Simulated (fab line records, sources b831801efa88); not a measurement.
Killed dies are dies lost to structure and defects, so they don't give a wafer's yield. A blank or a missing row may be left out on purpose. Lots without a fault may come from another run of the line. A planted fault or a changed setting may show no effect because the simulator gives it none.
Problem report in the 8D (eight disciplines) form, filled by code | flow sky130 | the parts of the form that need people (team, actions taken, sign-off) are left out

1. THE PROBLEM
METAL2_ALCU_RS at SKY_METAL2_RS_MEAS_05 reads a mean of 0.1048 ohm/sq on 2 wafers of 1 lot; wafers without a fault read 0.1258 ohm/sq with a standard deviation of 0.0014. That is -15 standard deviations from the usual mean.
The step: measures by four-point-probe.
First seen on wafer L657.3, day 35 13:31, on film_metro-03. The record holds 27 wafers of 9 lots with a number at this step. Rule for "out", or "out of limits": more than 4 standard deviations from the usual mean. The other wafers with a number count as sound.

2. WHAT IT IS AND WHAT IT IS NOT
question                    | is                | is not
which readings at this step | METAL2_ALCU_RS    | -
which lots                  | L657              | L661, L665, L669, L670, L671, L673, L674, L676
which wafers of those lots  | L657.3, L657.5    | L657.6
read on which gauges        | film_metro-03     | film_metro-01, film_metro-02
when                        | from day 35 13:31 | up to then (1 sound wafer); but 24 sound wafers of L661, L665, L669, L670, L671, L673, L674, L676 came after

3. SUSPECTS, AND WHAT RULES EACH OUT
Counting: a tool at a process step up to the reading stays a suspect if it ran every lot that is out. Sound lots after the first of them don't rule it out here, since some wafers of a struck lot are sound.
- the gauge at SKY_METAL2_RS_MEAS_05: kept. All the wafers that are out were read on film_metro-03, and no step on other tools shows them out.
- rie_metal-02 at SKY_METAL1_ETCH_18 (etches BARC in N2/H2, stops on SiO2, time 45.9 s, target depth 60 nm): kept. It ran the lot that is out, L657 (day 34 08:10).
- plasma_asher-04 at SKY_METAL1_STRIP_20 (strips in O2/N2): kept. It ran the lot that is out, L657 (day 34 08:23).
- plasma_asher-04 at SKY_VIA1_STRIP_16 (strips in O2/N2): kept. It ran the lot that is out, L657 (day 35 12:05).
- pvd_sputter-01 at SKY_METAL2_SPUTTER_02 (material AlCu, target thk 250 nm, time 13.3 s): kept. It ran the lot that is out, L657 (day 35 13:23).
- Within rie_metal-02 at SKY_METAL1_ETCH_18: the wafers that are out ran in chamber 0; their sound lot-mates ran in chamber 1.
- Within plasma_asher-04 at SKY_VIA1_STRIP_16: the wafers that are out ran in chamber 1; their sound lot-mates ran in chamber 0.
Left after counting: rie_metal-02 at SKY_METAL1_ETCH_18, plasma_asher-04 at SKY_METAL1_STRIP_20, plasma_asher-04 at SKY_VIA1_STRIP_16, pvd_sputter-01 at SKY_METAL2_SPUTTER_02, film_metro-03 at SKY_METAL2_RS_MEAS_05.

4. THE CAUSE (what the simulator had put in)
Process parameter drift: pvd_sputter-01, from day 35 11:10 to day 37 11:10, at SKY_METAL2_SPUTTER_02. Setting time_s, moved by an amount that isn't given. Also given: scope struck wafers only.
Counting left 5 suspects, and this tool is among them.

5. THE CHAIN OF EFFECTS, in route order
Each row: a reading whose mean over the struck wafers that have a number lies more than 3 standard deviations from the usual. Only readings for which the record gives a usual standard deviation are gone through. hours: the time from each lot's start at the first step in this table that gives one to its start at this step, as a median over the lots. sigmas: the change in usual standard deviations.
hours | step                     | reading         | usual         | on struck wafers | change  | sigmas
0     | SKY_METAL2_RS_MEAS_05    | METAL2_ALCU_RS  | 0.1258 ohm/sq | 0.1048           | -0.0210 | -15
0     | SKY_METAL2_THK_MEAS_06   | METAL2_ALCU_THK | 251.9 nm      | 300.1            | +48.2   | +17
26    | SKY_METAL2_METAL_ETCH_19 | oes_product_au  | 0.857 a.u.    | 0.876            | +0.019  | +3.4
The process steps in it:
- SKY_METAL2_METAL_ETCH_19: etches the open film in Cl2/BCl3, stops on SiO2, target depth 360 nm, time 78 s.

6. WHAT WOULD HAVE CAUGHT IT SOONER
In this record the first reading out of limits at a measuring or inspecting step was taken at day 35 13:31, 2 hours after the fault began at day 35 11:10.
Of the tool readings at SKY_METAL2_SPUTTER_02 for which the record gives a usual standard deviation, none was out on any struck wafer, so an alarm limit of 4 standard deviations on them would not have fired.
All the lots that are out (1) had begun SKY_METAL2_SPUTTER_02 on pvd_sputter-01 by day 35 13:31. A hold on the tool at that time would have spared none of them.
